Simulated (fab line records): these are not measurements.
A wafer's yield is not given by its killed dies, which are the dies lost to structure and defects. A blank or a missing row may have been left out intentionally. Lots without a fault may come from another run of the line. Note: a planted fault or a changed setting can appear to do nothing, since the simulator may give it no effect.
Comparing a struck lot with a sound one :: flow gf180mcu :: 16 out of 602 route steps
Sound: the wafers L789.1, L789.2, L789.3. Struck: wafer L800.3. (L800.1, L800.5 of the same lot were not struck and are left out.) The cause comes at the end.
Order at every step that has rows: each side's tool, ch and its chambers, its first start. Under that, the readings that differ: sound wafers :: struck wafers :: difference of the means :: sigmas: that difference in standard deviations of wafers without a fault.
alike: same words and numbers on both sides, and readings whose means sit less than 2 such deviations apart. not compared: any withheld reading, any reading some wafer has no value for, any bound like >300 that may hide the same value, and any number with overlapping values for which the record gives no deviation.
Wherever a step has rows on one side only, a row that says differs or no value, or a row with sigmas, the two part there. Numbers that have no deviation but don't overlap get no sigmas and don't part them. A reading missing from all wafers of one side parts the sides only when that side holds two or more wafers.

first, 3 steps without rows for these wafers: GF_M5_EXPOSE_04 (exposes mask Metal5, target cd 280 nm); GF_M5_PEB_05 (peb time 90 s); GF_M5_DEVELOP_06 (develop time 60 s).
GF_M5_CD_MEAS_07 targets a cd of 280 nm.
  sound on cdSem-01, day 27 15:04; struck on cdSem-01, day 30 15:22
reading: cdNm (nm)
sound: 281.4 281.4 282.1
struck: 278.9
difference: -2.7
sigmas: -2
GF_M5_OVL_MEAS_08:
  sound on overlay-02, day 27 15:11; struck on overlay-02, day 30 15:29
  alike: M5_OVL
GF_M5_ETCH_09: etches Si3N4 in CF4/O2, target depth 52 nm, time 11.6 s.
  sound on rieDiel-03 ch 0,1,2, day 27 15:13; struck on rieDiel-02 ch 3, day 30 15:31
  alike: cf4FlowSccm, drypumpMotorCurrentA, oesProductAu, throttleValvePct
  not compared: rfHoursCounterH
GF_M5_METAL_ETCH_10: etches the open film in Cl2/BCl3, stops on SiO2, target depth 627.5 nm, time 104.6 s.
  sound on rieMetal-04 ch 0,1, day 27 15:14; struck on rieMetal-03 ch 0, day 30 15:32
reading: drypumpMotorCurrentA (A)
sound: 6.5 6.7 6.5
struck: 5.1
difference: -1.5
sigmas: -3

reading: oesProductAu (a.u.)
sound: 0.969 0.978 0.974
struck: 0.961
difference: -0.013
sigmas: -2
  alike: throttleValvePct
  not compared: rfHoursCounterH
GF_M5_STRIP_11: strips in O2/N2.
  sound on plasmaAsher-03 ch 0,1, day 27 15:22; struck on plasmaAsher-02 ch 0, day 30 15:46
reading: o2FlowSccm (sccm)
sound: 2999 3007 2997
struck: 3023
difference: +22
sigmas: +3
  alike: drypumpMotorCurrentA, heaterPowerW, oesProductAu, stripTimeToEndpointS
  not compared: rfHoursCounterH
then, 3 steps without rows for these wafers: GF_M5_STRIP_12 (strips in post etch residue remover, time 1200 s); GF_M5_CLEAN_13 (cleans in DIW); GF_V5_CVD_00 (deposits SiO2, target thk 300 nm, time 50 s).
GF_V5_THK_MEAS_01:
  sound on filmMetro-03, day 27 15:58; struck on filmMetro-03, day 30 16:23
  alike: V5_CVD_00_THK
GF_V5_CVD_02: deposits SiO2 from TEOS, target thk 1450 nm, time 163.28 s.
  sound on pecvd-03 ch 0,1,2, day 27 16:02; struck on pecvd-02 ch 0, day 30 16:26
reading: heaterPowerW (W)
sound: 795 527 709
struck: 430
difference: -247
sigmas: -3

reading: model.SiO2_of_V5_CVD_02.thkNm (nm)
sound: 1430 1435 1464
struck: 1956
difference: +513
sigmas: 
GF_V5_THK_MEAS_03:
  sound on filmMetro-02, day 27 16:08; struck on filmMetro-03, day 30 16:32
reading: V5_CVD_02_THK (nm)
sound: 1430 1435 1465
struck: 1954
difference: +511
sigmas: +26
GF_V5_CMP_04: polishes SiO2.
  sound on cmp-01 ch 1,2,3, day 27 16:12; struck on cmp-02 ch 1, day 30 16:36
  alike: motorCurrentA, slurryFilterDpKPa
next, for these wafers, 1 step has no rows: GF_PASSIVATION_PROBE_99.

== WHERE THEY PART ==
At GF_M5_CD_MEAS_07 first; at GF_V5_THK_MEAS_03 last (within this record only). Later steps at which nothing parts them and some readings are alike: GF_V5_CMP_04.

WHY: what had been put in by the simulator
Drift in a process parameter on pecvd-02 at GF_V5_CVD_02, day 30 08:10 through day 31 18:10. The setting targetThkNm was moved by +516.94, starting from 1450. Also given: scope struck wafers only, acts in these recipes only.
